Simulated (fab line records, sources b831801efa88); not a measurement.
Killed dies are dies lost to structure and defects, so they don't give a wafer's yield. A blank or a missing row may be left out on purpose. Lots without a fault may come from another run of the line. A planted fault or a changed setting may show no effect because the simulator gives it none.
fab line records | flow sky130
record lots=13 wafers=39 last_day=50
route steps=708 shown FIELD_ISO@14 PAD_OPEN@708
lots that met no fault: from a run of the same line without faults
start_h: hours from the record's first day to the start of the lot's first wafer shown | wait_h: hours since the lot's step before | " the same as in the row above | L1.1+2: a row that stands for several wafers | - no value, or no start given | * or withheld: withheld | < > ~ a bound
route shown NAME@n: a module of which the file shows steps, and the number in the route of the first | usual: mean/standard deviation of fault-free wafers | same: alike in all rows | chamber/n: place in a boat | sites: the reading at each site | _std_site: their standard deviation | _edge_site: outer sites' mean less inner sites' | radius_mm: how far each site lies from the wafer's centre | mask NAME#n: copy n | behind: the tool/chamber that last shaped the wafer | hold: why the lot was held/for how many hours/how that ended | device: the transistor (n, p or np) that didn't switch | end of line: the same wafers' tests at the end of the route | a step without rows: its recipe alone | killed: dies lost to structure and defects at the first sort, not the wafer's yield | map: a wafer's dies, x killed, . not, _ none there
set.NAME: the setting as run; set.NAME@STEP: as run at that earlier step | model.NAME: the simulator's own value behind a step, which no gauge read
steps of the route over a sample of lots; a table a step, a row a wafer
services: from which hour (start_h, from the record's first day; less than 0 if before it) a tool's chamber was out of use, for how many hours, and why
## steps
# step SKY_FIELD_ISO_CD_MEAS_13
# recipe target_cd_nm=150
# usual cd_nm=150.0/1.8
# columns lot.wafer tool chamber start_h wait_h cd_nm
L686.4 cd_sem-02 - 39.52 - 149.1
L686.5 " - " " 149.4
L686.6 " - " " 149.8
L689.2 cd_sem-01 - 57.23 - 150.0
L689.3 " - " " 149.4
L689.6 " - " " 151.5
L690.1 cd_sem-01 - 58.96 - 148.8
L690.2 " - " " 150.3
L690.5 " - " " 149.5
L692.1 cd_sem-01 - 72.01 - 149.6
L692.3 " - " " 150.3
L692.6 " - " " 150.7
L693.3 cd_sem-02 - 75.60 - 147.3
L693.4 " - " " 147.1
L693.5 " - " " 148.1
L694.3 cd_sem-02 - 80.95 - 152.2
L694.4 " - " " 151.1
L694.6 " - " " 150.4
L700.2 cd_sem-01 - 114.18 - 150.6
L700.3 " - " " 150.8
L700.4 " - " " 149.3
L701.2 cd_sem-02 - 117.23 - 150.7
L701.4 " - " " 150.1
L701.6 " - " " 151.0
L703.1 cd_sem-02 - 126.81 - 154.1
L703.3 " - " " 153.9
L703.5 " - " " 153.9
L704.2 cd_sem-02 - 133.23 - 152.9
L704.3 " - " " 153.0
L704.5 " - " " 154.2
L705.1 cd_sem-01 - 136.54 - 149.9
L705.2 " - " " 150.4
L705.4 " - " " 150.4
L706.1 cd_sem-01 - 143.89 - 145.5
L706.2 " - " " 145.6
L706.4 " - " " 146.4
L707.1 cd_sem-02 - 147.94 - 152.0
L707.4 " - " " 150.2
L707.5 " - " " 153.4
# step SKY_FIELD_ISO_ETCH_15
# recipe chemistry=CHF3/O2 target_depth_nm=180 stop_on=Si source_w=600 bias_w=200 pressure_mtorr=40 chf3_flow_sccm=50 O2_flow_sccm=5 time_s=72
# usual drypump_motor_current_A=5.6/0.57 oes_product_au=0.946/0.0063 run_length_s=100.3/0.51 throttle_valve_pct=8.842/0.0091
# same time_s=72
# columns lot.wafer tool chamber start_h wait_h drypump_motor_current_A oes_product_au rf_hours_counter_h run_length_s throttle_valve_pct
L686.4 rie_diel-04 1 39.62 0.0 5.1 0.941 155 101.3 8.831
L686.5 " 1 " " 5.1 0.939 - 101.1 8.842
L686.6 " 2 " " 6.4 0.939 - 99.3 8.855
L689.2 rie_diel-02 2 57.37 0.0 6.6 0.946 30 99.8 8.843
L689.3 " 3 " " 4.8 0.964 1 100.0 8.837
L689.6 " 0 " " 5.2 0.952 - 100.7 8.851
L690.1 rie_diel-03 1 59.12 0.0 6.0 0.944 109 100.9 8.842
L690.2 " 0 " " 5.8 0.946 111 99.9 8.843
L690.5 " 0 " " 5.8 0.944 - 99.9 8.859
L692.1 rie_diel-02 2 72.17 0.0 6.6 0.943 30 100.1 8.856
L692.3 " 1 " " 4.8 0.945 54 99.7 8.840
L692.6 " 2 " " 6.6 0.945 - 99.8 8.848
L693.3 rie_diel-03 1 75.72 0.0 6.0 0.938 110 100.8 8.855
L693.4 " 3 " " 5.4 0.940 122 100.9 8.841
L693.5 " 1 " " 6.0 0.944 - 100.9 8.847
L694.3 rie_diel-02 1 81.07 0.0 4.8 0.951 54 99.9 8.861
L694.4 " 0 " " 5.2 0.934 4 100.5 8.838
L694.6 " 0 " " 5.2 0.948 - 101.0 8.842
L700.2 rie_diel-02 0 114.32 0.0 5.2 0.945 5 100.7 8.836
L700.3 " 3 " " 4.8 0.941 3 99.9 8.832
L700.4 " 1 " " 4.8 0.947 - 100.5 8.829
L701.2 rie_diel-04 1 117.37 0.0 5.1 0.940 157 100.7 8.845
L701.4 " 2 " " 6.4 0.937 159 99.3 8.844
L701.6 " 1 " " 5.1 0.947 - 100.9 8.839
L703.1 rie_diel-04 1 126.97 0.0 5.1 0.946 157 100.7 8.859
L703.3 " 3 " " 5.8 0.945 133 100.1 8.861
L703.5 " 0 " " 5.5 0.943 - 100.2 8.840
L704.2 rie_diel-04 1 133.37 0.0 5.0 0.935 157 100.6 8.847
L704.3 " 0 " " 5.5 0.936 27 100.8 8.845
L704.5 " 3 " " 5.8 0.947 - 100.4 8.846
L705.1 rie_diel-02 0 136.70 0.0 5.2 0.953 6 100.7 8.841
L705.2 " 2 " " 6.6 0.952 31 99.8 8.842
L705.4 " 1 " " 4.8 0.951 56 99.9 8.852
L706.1 rie_diel-03 0 144.05 0.0 5.8 0.962 112 100.1 8.850
L706.2 " 3 " " 5.4 0.947 123 100.3 8.836
L706.4 " 1 " " 6.1 0.952 111 100.7 8.839
L707.1 rie_diel-04 1 148.10 0.0 5.1 0.937 157 100.6 8.835
L707.4 " 0 " " 5.5 0.944 - 100.5 8.841
L707.5 " 3 " " 5.8 0.941 - 99.7 8.824
# step SKY_FIELD_ISO_WET_ETCH_18
# recipe chemistry=H3PO4 target_depth_nm=25 temp_c=160 target=Si3N4 time_s=286
# usual run_length_s=316/3.9
# columns lot.wafer tool chamber start_h wait_h run_length_s
L686.4 wet_bench-02 3 39.85 0.0 320
L686.5 " 3 " " 320
L686.6 " 3 " " 320
L689.2 wet_bench-04 2 57.60 0.0 317
L689.3 " 2 " " 317
L689.6 " 2 " " 317
L690.1 wet_bench-04 1 59.35 0.0 318
L690.2 " 1 " " 318
L690.5 " 1 " " 318
L692.1 wet_bench-02 3 72.40 0.0 314
L692.3 " 3 " " 314
L692.6 " 3 " " 314
L693.3 wet_bench-01 0 75.95 0.0 317
L693.4 " 0 " " 317
L693.5 " 0 " " 317
L694.3 wet_bench-04 1 81.30 0.0 311
L694.4 " 1 " " 311
L694.6 " 1 " " 311
L700.2 wet_bench-02 2 114.55 0.0 313
L700.3 " 2 " " 313
L700.4 " 2 " " 313
L701.2 wet_bench-01 2 117.60 0.0 512
L701.4 " 2 " " 512
L701.6 " 2 " " 512
L703.1 wet_bench-01 3 127.20 0.0 320
L703.3 " 3 " " 320
L703.5 " 3 " " 320
L704.2 wet_bench-04 3 133.60 0.0 319
L704.3 " 3 " " 319
L704.5 " 3 " " 319
L705.1 wet_bench-04 0 136.93 0.0 320
L705.2 " 0 " " 320
L705.4 " 0 " " 320
L706.1 wet_bench-02 1 144.28 0.0 317
L706.2 " 1 " " 317
L706.4 " 1 " " 317
L707.1 wet_bench-04 2 148.33 0.0 309
L707.4 " 2 " " 309
L707.5 " 2 " " 309
# step SKY_FIELD_ISO_THK_MEAS_23
# recipe reads=SiO2_of_FIELD_ISO_OXIDATION_22
# usual FIELD_ISO_OXIDATION_01_THK=9.90/0.21
# columns lot.wafer tool chamber start_h wait_h FIELD_ISO_OXIDATION_01_THK[nm]
L686.4 film_metro-04 - 42.66 0.0 9.74
L686.5 " - " " 9.64
L686.6 " - " " 9.62
L689.2 film_metro-03 - 59.48 0.0 9.86
L689.3 " - " " 9.70
L689.6 " - " " 9.95
L690.1 film_metro-04 - 60.82 0.0 10.05
L690.2 " - " " 10.18
L690.5 " - " " 10.09
L692.1 film_metro-04 - 75.49 0.0 9.39
L692.3 " - " " 9.52
L692.6 " - " " 9.78
L693.3 film_metro-03 - 82.47 0.0 9.39
L693.4 " - " " 9.64
L693.5 " - " " 9.52
L694.3 film_metro-03 - 85.18 0.0 9.99
L694.4 " - " " 10.03
L694.6 " - " " 9.87
L700.2 film_metro-03 - 116.01 0.0 9.90
L700.3 " - " " 9.97
L700.4 " - " " 10.25
L701.2 film_metro-04 - 119.40 0.0 10.06
L701.4 " - " " 9.92
L701.6 " - " " 9.97
L703.1 film_metro-03 - 131.65 0.0 9.94
L703.3 " - " " 10.09
L703.5 " - " " 10.04
L704.2 film_metro-02 - 135.12 0.1 9.99
L704.3 " - " " 9.90
L704.5 " - " " 9.72
L705.1 film_metro-04 - 138.65 0.0 10.01
L705.2 " - " " 9.95
L705.4 " - " " 9.93
L706.1 film_metro-02 - 145.75 0.0 9.83
L706.2 " - " " 10.07
L706.4 " - " " 10.08
L707.1 film_metro-03 - 150.71 0.0 10.08
L707.4 " - " " 10.02
L707.5 " - " " 9.97
# step SKY_PAD_OPEN_PROBE_99
# usual killed_at_M0_to_M3=43/7.2 killed_at_M4_up=3.2/1.8 killed_at_contacts=23/5.6 killed_at_front_end=15/4.6 killed_at_other=0.3/0.71 killed_dies=85/10 killed_open=46/7.8 killed_short=38/6.5
# same gross_dies=492 killed_at_back_side=0
# columns lot.wafer tool chamber start_h wait_h killed_at_M0_to_M3 killed_at_M4_up killed_at_contacts killed_at_front_end killed_at_other killed_dies killed_open killed_short
L686.4 prober-01 - 1089.74 0.2 37 5 33 13 0 88 46 42
L686.5 prober-01 - 1089.79 0.2 52 0 18 22 0 92 54 38
L686.6 prober-01 - 1089.84 0.2 54 5 22 15 0 96 56 39
L690.1 prober-02 - 1108.87 0.1 36 2 17 8 0 63 38 25
L690.2 prober-02 - 1108.92 0.1 54 3 20 14 0 91 49 41
L690.5 prober-02 - 1109.07 0.2 61 3 26 9 0 99 57 42
L689.2 prober-02 - 1110.54 0.1 45 2 16 15 0 78 35 43
L689.3 prober-02 - 1110.59 0.2 49 4 23 14 0 90 46 44
L689.6 prober-02 - 1110.74 0.2 46 2 32 9 0 89 49 40
L692.1 prober-02 - 1132.23 0.1 40 3 20 16 0 79 42 37
L692.3 prober-02 - 1132.33 0.2 39 4 21 15 1 80 44 36
L692.6 prober-02 - 1132.48 0.2 44 3 26 13 0 86 46 40
L694.3 prober-01 - 1134.95 0.2 30 3 24 19 0 76 41 35
L694.4 prober-01 - 1135.00 0.2 48 1 23 18 0 90 57 33
L694.6 prober-01 - 1135.10 0.2 44 1 17 15 0 77 40 37
L693.3 prober-02 - 1139.29 0.2 44 4 22 17 0 87 42 45
L693.4 prober-02 - 1139.34 0.2 40 4 19 16 1 80 32 46
L693.5 prober-02 - 1139.39 0.2 44 3 24 19 0 90 41 49
L700.2 prober-01 - 1165.49 0.1 35 3 25 14 0 77 38 38
L700.3 prober-01 - 1165.54 0.2 46 3 29 14 1 93 49 43
L700.4 prober-01 - 1165.59 0.2 40 2 22 9 1 74 46 27
L701.2 prober-02 - 1172.38 0.1 39 5 23 14 1 82 39 43
L701.4 prober-02 - 1172.48 0.2 45 5 24 15 0 89 47 42
L701.6 prober-02 - 1172.58 0.2 48 1 25 20 1 95 63 32
L704.2 prober-02 - 1184.43 0.1 38 6 29 16 0 89 52 37
L704.3 prober-02 - 1184.48 0.2 54 6 28 18 0 106 64 41
L704.5 prober-02 - 1184.58 0.2 47 2 22 11 0 82 48 33
L703.1 prober-01 - 1187.66 0.1 35 4 35 20 0 94 52 41
L703.3 prober-01 - 1187.76 0.2 36 5 29 12 0 82 43 38
L703.5 prober-01 - 1187.86 0.2 41 4 26 15 0 86 54 32
L705.1 prober-02 - 1189.16 0.1 36 1 20 21 0 78 44 34
L705.2 prober-02 - 1189.21 0.1 40 4 22 18 2 86 41 45
L705.4 prober-02 - 1189.31 0.2 29 2 9 12 1 53 29 24
L706.1 prober-01 - 1194.18 0.1 32 1 15 13 0 61 32 29
L706.2 prober-01 - 1194.23 0.1 48 5 17 10 0 80 40 39
L706.4 prober-01 - 1194.33 0.2 37 3 9 16 1 66 39 27
L707.1 prober-02 - 1197.00 0.1 39 3 25 10 0 77 44 33
L707.4 prober-02 - 1197.15 0.2 35 1 24 22 0 82 45 35
L707.5 prober-02 - 1197.20 0.2 38 6 18 19 1 82 38 44
# killed by level:class
L686.4 LI_CONTACT:geometric_particle:open=12 CONTACT:geometric_particle:open=11 METAL2:geometric_particle:short=6 VIA3:geometric_particle:open=6 LOCAL_INTERCONNECT:geometric_particle:short=5 VIA1:geometric_particle:short=5 VIA2:geometric_particle:open=5 VIA2:geometric_particle:short=4
L686.5 VIA1:geometric_particle:open=17 CONTACT:geometric_particle:open=9 METAL2:geometric_particle:short=6 VIA1:geometric_particle:short=6 VIA3:geometric_particle:open=6 FIELD_ISO:geometric_particle:short=5 SPACER:geometric_particle:short=5 VIA2:geometric_particle:open=5
L686.6 VIA1:geometric_particle:open=19 CONTACT:geometric_particle:open=9 LI_CONTACT:geometric_particle:open=7 FIELD_ISO:geometric_particle:short=6 VIA1:geometric_particle:short=5 LOCAL_INTERCONNECT:geometric_particle:short=5 METAL2:geometric_particle:short=5 METAL4:geometric_particle:short=5
L690.1 VIA1:geometric_particle:open=10 CONTACT:geometric_particle:open=6 VIA2:geometric_particle:open=6 LI_CONTACT:geometric_particle:open=4 LOCAL_INTERCONNECT:geometric_particle:short=4 METAL3:geometric_particle:short=4 VIA2:geometric_particle:short=3 METAL1:geometric_particle:short=3
L690.2 VIA1:geometric_particle:open=9 LI_CONTACT:geometric_particle:open=8 VIA2:geometric_particle:open=8 METAL1:geometric_particle:short=7 CONTACT:geometric_particle:open=6 VIA1:geometric_particle:short=6 METAL2:geometric_particle:short=5 FIELD_ISO:geometric_particle:open=4
L690.5 VIA1:geometric_particle:open=15 VIA2:geometric_particle:open=14 VIA3:geometric_particle:open=9 CONTACT:geometric_particle:short=8 LI_CONTACT:geometric_particle:open=7 CONTACT:geometric_particle:open=7 VIA1:geometric_particle:short=6 METAL2:geometric_particle:short=6
L689.2 METAL2:geometric_particle:short=7 CONTACT:geometric_particle:open=6 METAL1:geometric_particle:short=6 VIA3:geometric_particle:short=6 VIA3:geometric_particle:open=6 VIA1:geometric_particle:open=5 VIA1:geometric_particle:short=5 VIA2:geometric_particle:open=4
L689.3 VIA3:geometric_particle:open=10 METAL2:geometric_particle:short=9 CONTACT:geometric_particle:open=8 CONTACT:geometric_particle:short=6 VIA1:geometric_particle:open=6 LI_CONTACT:geometric_particle:open=5 VIA2:geometric_particle:open=5 VIA3:geometric_particle:short=5
L689.6 CONTACT:geometric_particle:open=15 VIA1:geometric_particle:open=9 CONTACT:geometric_particle:short=8 VIA1:geometric_particle:short=7 VIA2:geometric_particle:open=7 METAL1:geometric_particle:short=5 METAL2:geometric_particle:short=5 VIA3:geometric_particle:open=5
L692.1 CONTACT:geometric_particle:open=7 METAL1:geometric_particle:short=6 VIA1:geometric_particle:open=6 VIA2:geometric_particle:open=6 SPACER:geometric_particle:open=5 LI_CONTACT:geometric_particle:open=5 VIA1:geometric_particle:short=5 VIA3:geometric_particle:short=4
L692.3 VIA2:geometric_particle:open=6 LI_CONTACT:geometric_particle:open=6 CONTACT:geometric_particle:short=6 VIA1:geometric_particle:open=6 METAL1:geometric_particle:open=5 VIA1:geometric_particle:short=5 VIA3:geometric_particle:short=4 VIA3:geometric_particle:open=4
L692.6 VIA1:geometric_particle:open=11 LOCAL_INTERCONNECT:geometric_particle:short=9 VIA2:geometric_particle:open=8 CONTACT:geometric_particle:open=8 VIA1:geometric_particle:short=6 METAL2:geometric_particle:short=6 VIA2:geometric_particle:short=5 CONTACT:geometric_particle:short=5
L694.3 LI_CONTACT:geometric_particle:open=7 FIELD_ISO:geometric_particle:open=5 CONTACT:geometric_particle:open=5 VIA2:geometric_particle:open=5 FIELD_ISO:geometric_particle:short=4 LI_CONTACT:geometric_particle:short=4 CONTACT:geometric_particle:short=4 VIA1:geometric_particle:open=4
L694.4 VIA2:geometric_particle:open=11 VIA3:geometric_particle:open=10 CONTACT:geometric_particle:open=9 VIA1:geometric_particle:open=7 POLY_GATE:geometric_particle:open=5 METAL1:geometric_particle:open=4 LI_CONTACT:geometric_particle:open=4 CONTACT:geometric_particle:short=4
L694.6 VIA1:geometric_particle:open=9 VIA3:geometric_particle:open=8 CONTACT:geometric_particle:open=6 POLY_GATE:geometric_particle:short=5 VIA2:geometric_particle:open=5 LOCAL_INTERCONNECT:geometric_particle:short=5 VIA2:geometric_particle:short=5 VIA1:geometric_particle:short=4
L693.3 CONTACT:geometric_particle:open=9 FIELD_ISO:geometric_particle:short=7 VIA3:geometric_particle:open=7 METAL1:geometric_particle:short=6 VIA3:geometric_particle:short=5 LOCAL_INTERCONNECT:geometric_particle:short=5 VIA1:geometric_particle:open=5 METAL2:geometric_particle:short=5
L693.4 VIA1:geometric_particle:short=9 CONTACT:geometric_particle:short=7 METAL1:geometric_particle:short=6 VIA1:geometric_particle:open=6 CONTACT:geometric_particle:open=5 LI_CONTACT:geometric_particle:open=5 FIELD_ISO:geometric_particle:short=4 VIA2:geometric_particle:open=4
L693.5 METAL2:geometric_particle:short=10 VIA3:geometric_particle:open=8 LI_CONTACT:geometric_particle:short=7 LI_CONTACT:geometric_particle:open=7 CONTACT:geometric_particle:short=5 VIA1:geometric_particle:open=5 VIA1:geometric_particle:short=5 SPACER:geometric_particle:open=4
L700.2 LI_CONTACT:geometric_particle:open=8 VIA3:geometric_particle:open=7 VIA1:geometric_particle:open=7 VIA1:geometric_particle:short=6 CONTACT:geometric_particle:open=6 LI_CONTACT:geometric_particle:short=4 LOCAL_INTERCONNECT:geometric_particle:short=4 METAL3:geometric_particle:short=4
L700.3 VIA1:geometric_particle:open=11 LI_CONTACT:geometric_particle:open=9 METAL1:geometric_particle:short=7 LOCAL_INTERCONNECT:geometric_particle:short=6 CONTACT:geometric_particle:open=6 VIA2:geometric_particle:open=6 VIA1:geometric_particle:short=5 LI_CONTACT:geometric_particle:short=5
L700.4 VIA1:geometric_particle:open=15 CONTACT:geometric_particle:open=7 LI_CONTACT:geometric_particle:open=6 VIA3:geometric_particle:open=6 CONTACT:geometric_particle:short=5 VIA2:geometric_particle:open=5 POLY_GATE:geometric_particle:open=3 METAL2:geometric_particle:short=3
L701.2 VIA1:geometric_particle:open=9 LI_CONTACT:geometric_particle:open=7 METAL2:geometric_particle:short=7 CONTACT:geometric_particle:open=6 METAL1:geometric_particle:short=5 FIELD_ISO:geometric_particle:short=4 POLY_GATE:geometric_particle:open=4 LI_CONTACT:geometric_particle:short=4
L701.4 VIA1:geometric_particle:open=9 CONTACT:geometric_particle:open=8 METAL1:geometric_particle:short=7 VIA2:geometric_particle:open=7 LI_CONTACT:geometric_particle:open=6 VIA3:geometric_particle:short=6 FIELD_ISO:geometric_particle:open=5 METAL2:geometric_particle:short=5
L701.6 VIA1:geometric_particle:open=15 CONTACT:geometric_particle:open=13 VIA2:geometric_particle:open=9 METAL2:geometric_particle:short=7 FIELD_ISO:geometric_particle:open=6 FIELD_ISO:geometric_particle:short=6 LI_CONTACT:geometric_particle:open=6 VIA3:geometric_particle:open=4
L704.2 CONTACT:geometric_particle:open=13 VIA1:geometric_particle:open=10 LI_CONTACT:geometric_particle:open=8 VIA3:geometric_particle:open=7 METAL1:geometric_particle:short=5 VIA1:geometric_particle:short=5 FIELD_ISO:geometric_particle:short=4 FIELD_ISO:geometric_particle:open=4
L704.3 CONTACT:geometric_particle:open=13 VIA3:geometric_particle:open=11 VIA1:geometric_particle:open=9 VIA2:geometric_particle:open=8 METAL2:geometric_particle:short=7 LI_CONTACT:geometric_particle:open=7 METAL1:geometric_particle:short=6 FIELD_ISO:geometric_particle:short=5
L704.5 VIA1:geometric_particle:open=12 VIA3:geometric_particle:open=8 CONTACT:geometric_particle:open=7 LI_CONTACT:geometric_particle:open=6 METAL3:geometric_particle:short=6 VIA2:geometric_particle:open=6 METAL2:geometric_particle:short=5 POLY_GATE:geometric_particle:open=4
L703.1 VIA1:geometric_particle:open=14 CONTACT:geometric_particle:open=11 CONTACT:geometric_particle:short=8 FIELD_ISO:geometric_particle:open=7 LI_CONTACT:geometric_particle:open=7 FIELD_ISO:geometric_particle:short=6 POLY_GATE:geometric_particle:short=6 LI_CONTACT:geometric_particle:short=4
L703.3 LI_CONTACT:geometric_particle:open=9 VIA1:geometric_particle:open=9 VIA1:geometric_particle:short=6 LI_CONTACT:geometric_particle:short=5 LOCAL_INTERCONNECT:geometric_particle:short=5 CONTACT:geometric_particle:open=5 METAL2:geometric_particle:short=4 VIA3:geometric_particle:open=4
L703.5 LI_CONTACT:geometric_particle:open=13 VIA3:geometric_particle:open=10 METAL1:geometric_particle:short=7 POLY_GATE:geometric_particle:open=6 VIA2:geometric_particle:open=6 CONTACT:geometric_particle:open=5 VIA1:geometric_particle:open=5 LOCAL_INTERCONNECT:geometric_particle:short=4
L705.1 CONTACT:geometric_particle:open=9 VIA1:geometric_particle:open=8 VIA3:geometric_particle:open=8 FIELD_ISO:geometric_particle:short=5 POLY_GATE:geometric_particle:open=5 METAL1:geometric_particle:short=5 FIELD_ISO:geometric_particle:open=4 LOCAL_INTERCONNECT:geometric_particle:short=4
L705.2 CONTACT:geometric_particle:open=9 VIA2:geometric_particle:open=7 FIELD_ISO:geometric_particle:short=6 VIA3:geometric_particle:open=6 VIA1:geometric_particle:open=5 METAL2:geometric_particle:short=5 POLY_GATE:geometric_particle:short=4 LI_CONTACT:geometric_particle:open=4
L705.4 VIA1:geometric_particle:open=6 VIA2:geometric_particle:open=6 METAL1:geometric_particle:short=5 VIA3:geometric_particle:open=5 FIELD_ISO:geometric_particle:short=4 CONTACT:geometric_particle:open=4 FIELD_ISO:geometric_particle:open=3 POLY_GATE:geometric_particle:open=2
L706.1 VIA1:geometric_particle:open=8 LI_CONTACT:geometric_particle:open=7 METAL1:geometric_particle:short=5 CONTACT:geometric_particle:open=4 VIA1:geometric_particle:short=4 FIELD_ISO:geometric_particle:short=3 FIELD_ISO:geometric_particle:open=3 POLY_GATE:geometric_particle:short=3
L706.2 VIA1:geometric_particle:open=13 VIA2:geometric_particle:open=6 METAL2:geometric_particle:short=6 METAL3:geometric_particle:short=6 LI_CONTACT:geometric_particle:open=5 VIA2:geometric_particle:short=5 VIA3:geometric_particle:open=5 VIA3:geometric_particle:short=4
L706.4 VIA1:geometric_particle:open=11 VIA3:geometric_particle:open=5 VIA2:geometric_particle:open=5 POLY_GATE:geometric_particle:open=4 POLY_GATE:geometric_particle:short=4 METAL2:geometric_particle:short=4 FIELD_ISO:geometric_particle:short=3 FIELD_ISO:geometric_particle:open=3
L707.1 LI_CONTACT:geometric_particle:open=9 VIA2:geometric_particle:open=9 METAL1:geometric_particle:short=8 CONTACT:geometric_particle:open=8 VIA3:geometric_particle:open=7 METAL2:geometric_particle:short=4 POLY_GATE:geometric_particle:open=3 POLY_GATE:geometric_particle:short=3
L707.4 VIA2:geometric_particle:open=10 POLY_GATE:geometric_particle:short=7 CONTACT:geometric_particle:open=7 LI_CONTACT:geometric_particle:open=6 FIELD_ISO:geometric_particle:open=5 LOCAL_INTERCONNECT:geometric_particle:short=5 VIA3:geometric_particle:open=5 FIELD_ISO:geometric_particle:short=4
L707.5 METAL2:geometric_particle:short=7 CONTACT:geometric_particle:open=6 VIA3:geometric_particle:open=6 POLY_GATE:geometric_particle:open=5 LI_CONTACT:geometric_particle:open=5 METAL1:geometric_particle:short=5 VIA1:geometric_particle:open=5 METAL3:geometric_particle:short=5
## services
# columns tool chamber start_h hours kind
rie_diel-03 3 23.67 8.9 repair
rie_diel-02 0 27.59 5.3 repair
rie_diel-02 0 70.87 1.6 repair
rie_diel-02 2 82.64 40.7 repair
wet_bench-04 - 100.43 3.0 repair
rie_diel-03 2 102.17 2.8 repair
rie_diel-03 1 131.86 8.5 repair
rie_diel-03 - 132.25 2.8 pm
rie_diel-04 2 146.22 3.5 repair
## key
first_sign step=SKY_FIELD_ISO_WET_ETCH_18 reading=run_length_s direction=up sigmas=50 usual=* struck=*
effect none on later readings
met_at SKY_FIELD_ISO_WET_ETCH_18
struck_lots L701
struck_wafers L701.2,L701.4,L701.6
tester_left_out L701
not_acting_at SKY_FIELD_ISO_CD_MEAS_13,SKY_FIELD_ISO_ETCH_15,SKY_FIELD_ISO_THK_MEAS_23
fault kind=process_parameter_drift tool=wet_bench-01 chamber=2 onset_h=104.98 steps=SKY_FIELD_ISO_WET_ETCH_18 channel=time_s offset=* shape=step end_h=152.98 acts_in=* stated=*
# tester_left_out: of these lots the tester's yield and bins aren't shown, on N5 and GAA mostly nor the transistor test; their killed dies are dies lost to structure and defects alone, not to doping, threshold or leakage, so they don't give the yield
